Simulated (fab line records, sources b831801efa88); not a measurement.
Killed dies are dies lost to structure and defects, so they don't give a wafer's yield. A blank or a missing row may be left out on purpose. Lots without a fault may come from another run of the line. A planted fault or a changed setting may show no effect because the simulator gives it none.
Struck lot and sound lot, side by side | flow sky130 | 28 steps out of a route of 708
Sound: the wafers L845.1, L845.3, L845.5. Struck: wafer L851.4. (L851.3, L851.6 of the same lot were not struck and are left out.) The cause comes at the end.
Each step with rows lists, per side, the tool, then ch with its chambers, then its first start. Under that, the readings that differ: sound wafers | struck wafers | difference of the means | sigmas: that difference in standard deviations of wafers without a fault.
alike: same words and numbers on both sides, and readings whose means sit less than 2 such deviations apart. not compared: any withheld reading, any reading some wafer has no value for, any bound like >300 that may hide the same value, and any number with overlapping values for which the record gives no deviation.
The two part at a step that has a row with sigmas, a row that says differs or no value, or rows on one side only. When numbers do not overlap yet have no deviation, they are printed without sigmas and do not part them. A reading missing from all wafers of one side parts the sides only when that side holds two or more wafers.

first, 7 steps without rows for these wafers: SKY_VIA4_ETCH_12 (etches SiO2 in C4F8/O2/Ar, stops on TiN, target depth 580 nm); SKY_VIA4_STRIP_13 (strips in O2/N2); SKY_VIA4_STRIP_14 (strips in post etch residue remover, time 1200 s); SKY_VIA4_CLEAN_15 (cleans in IPA, time 180 s); SKY_VIA4_CLEAN_16 (cleans in O3/DIW); SKY_VIA4_SPUTTER_17 (material TiN, target thk 20 nm, time 80 s); SKY_VIA4_CVD_18 (deposits W, target thk 505 nm, time 152.14 s).
SKY_VIA4_RS_MEAS_19: the measuring method here is four-point-probe.
  sound: filmMetro-02 at day 46 07:44; struck: filmMetro-01 at day 47 15:49
reading            | sound                | struck | difference | sigmas
VIA4_W_RS (ohm/sq) | 0.2281 0.2231 0.2245 | 0.2310 | +0.0058    | +2
SKY_VIA4_THK_MEAS_20: measures by xrf.
  sound: filmMetro-02 at day 46 07:51; struck: filmMetro-01 at day 47 15:55
  alike: VIA4_W_THK
SKY_VIA4_CMP_21: polishes, stops on SiO2, t overpolish 25 s, target thk 0 nm.
  sound on cmp-02 ch 1,2,3, day 46 07:55; struck on cmp-02 ch 3, day 47 15:59
reading             | sound       | struck | difference | sigmas
timeToEndpointS (s) | 125 124 122 | 116    | -8         | -2
  alike: motorCurrentA, overpolishRunS
SKY_METAL5_SPUTTER_00: material Ti, target thk 15 nm, time 10 s.
  sound: pvdSputter-01 at day 46 08:13; struck: pvdSputter-01 at day 47 16:17
  alike: throttleValvePct
SKY_METAL5_SPUTTER_01: material TiN, target thk 20 nm, time 16.7 s.
  sound: pvdSputter-01 at day 46 08:14; struck: pvdSputter-01 at day 47 16:19
  alike: throttleValvePct
SKY_METAL5_SPUTTER_02: material AlCu, target thk 1150 nm, time 61.2 s.
  sound: pvdSputter-01 at day 46 08:16; struck: pvdSputter-01 at day 47 16:20
reading                                    | sound          | struck | difference | sigmas
throttleValvePct (%)                       | 30.4 30.4 30.2 | 31.8   | +1.5       | +2
model.AlCu_of_METAL5_SPUTTER_02.thkNm (nm) | 1141 1130 1125 | 971.5  | -160.5     | 
SKY_METAL5_SPUTTER_03: material Ti, target thk 5 nm, time 3.3 s.
  sound: pvdSputter-01 at day 46 08:19; struck: pvdSputter-01 at day 47 16:23
  alike: throttleValvePct
SKY_METAL5_SPUTTER_04: material TiN, target thk 70 nm, time 58.3 s.
  sound: pvdSputter-01 at day 46 08:20; struck: pvdSputter-01 at day 47 16:24
  alike: throttleValvePct
SKY_METAL5_RS_MEAS_05: the measuring method here is four-point-probe.
  sound: filmMetro-02 at day 46 08:23; struck: filmMetro-04 at day 47 16:29
reading                 | sound                   | struck  | difference | sigmas
METAL5_ALCU_RS (ohm/sq) | 0.02722 0.02745 0.02764 | 0.03208 | +0.00464   | +18
SKY_METAL5_THK_MEAS_06: measures by xrf.
  sound: filmMetro-02 at day 46 08:30; struck: filmMetro-04 at day 47 16:35
reading              | sound          | struck | difference | sigmas
METAL5_ALCU_THK (nm) | 1143 1133 1120 | 980    | -152       | -12
then, 8 steps without rows for these wafers: SKY_METAL5_DEHYDRATE_07 (time 60 s); SKY_METAL5_HMDS_08 (prime time 60 s); SKY_METAL5_COAT_09 (resist thk 1800 nm); SKY_METAL5_SOFTBAKE_10 (time 60 s); SKY_METAL5_EXPOSE_11 (exposes mask MM5, target cd 1600 nm); SKY_METAL5_PEB_12; SKY_METAL5_DEVELOP_13 (develop time 60 s); SKY_METAL5_DESCUM_14 (chemistry O2, time 11 s).
SKY_METAL5_METAL_ETCH_15: etches the open film in Cl2/BCl3, stops on SiO2, target depth 1260 nm, time 252 s.
  sound on rieMetal-02 ch 1, day 47 05:04; struck on rieMetal-04 ch 1, day 48 11:38
reading             | sound             | struck | difference | sigmas
oesProductAu (a.u.) | 0.884 0.888 0.894 | 0.833  | -0.056     | -11
  alike: biasW, drypumpMotorCurrentA, throttleValvePct
  not compared: rfHoursCounterH
then, 1 step without rows for these wafers: SKY_METAL5_STRIP_16 (strips in O2/N2).
SKY_PAD_OPEN_PROBE_99:
  sound: prober-02 at day 48 22:34; struck: prober-02 at day 50 02:19
reading                    | sound                   | struck  | difference | sigmas
model.etest.met5.rsOhmSq   | 0.02713 0.02755 0.02779 | 0.03227 | +0.00478   | 
model.etest.met5.lineOhmUm | 0.01705 0.01728 0.01743 | 0.01996 | +0.00271   | 
  alike: defectLimitedYield, killed_at_M0_to_M3, killed_at_M4_up, killedAtContacts, killedAtFrontEnd, killedAtOther, killedDies, killedOpen, killedShort, sort_bin_3_pad_short, sort_bin_5_function, sort_bin_6_memory, sortNPass, sortYieldPct

WHERE THEY PART
Last at SKY_METAL5_METAL_ETCH_15 as far as this record goes, first at SKY_VIA4_RS_MEAS_19. Later steps at which nothing parts them and some readings are alike: SKY_PAD_OPEN_PROBE_99.

WHY: what had been put in by the simulator
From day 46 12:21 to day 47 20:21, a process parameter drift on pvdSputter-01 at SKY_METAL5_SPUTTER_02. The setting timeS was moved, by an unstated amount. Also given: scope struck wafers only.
